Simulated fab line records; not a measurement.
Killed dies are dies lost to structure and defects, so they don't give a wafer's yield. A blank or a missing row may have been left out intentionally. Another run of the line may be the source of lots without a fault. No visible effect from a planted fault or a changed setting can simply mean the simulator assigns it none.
Chamber matching ; flow sky130 ; 4 sister chambers for SKY_VIA3_CMP_02 on cmp-01
The step polishes SiO2. 7 wafers are shown with their chamber, then 7 later ones without.

## WAFERS, EACH WITH ITS CHAMBER
wafer;chamber;motor current A (A)
L353.2;3;13.4
L359.2;0;12.0
L360.2;2;14.8
L360.4;1;10.9
L360.6;2;15.4
L363.1;0;12.1
L363.3;1;11.1

## WAFERS WITH NO CHAMBER GIVEN
wafer;motor current A (A)
L363.4;15.0
L370.1;13.2
L370.5;11.6
L370.6;11.6
L371.1;11.3
L371.4;14.8
L371.6;15.2

## WHICH CHAMBER EACH ONE RAN IN
wafer;from the rows above;in truth
L363.4;2;2
L370.1;3;3
L370.5;can't be placed: 0 or 1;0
L370.6;can't be placed: 0 or 1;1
L371.1;can't be placed: 1 or 0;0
L371.4;2;2
L371.6;2;2
Correctly placed: 4 of 7. These rows do not allow placing 3 (true chamber among the candidates in 3). 0 placed wrongly.
How it was worked out, from the rows above alone: a wafer's distance from a chamber is the root of the sum, over the readings, of the square of ((its reading less the chamber's mean) divided by the reading's scatter). The wafer belongs to the nearest chamber; if the next one is less than 2 further off, it can't be placed. The mean given for a chamber averages the wafers shown for that chamber. The scatter: the root of (the sum of the squares of (reading less its chamber's mean) over the shown wafers, divided by (wafers less chambers)).
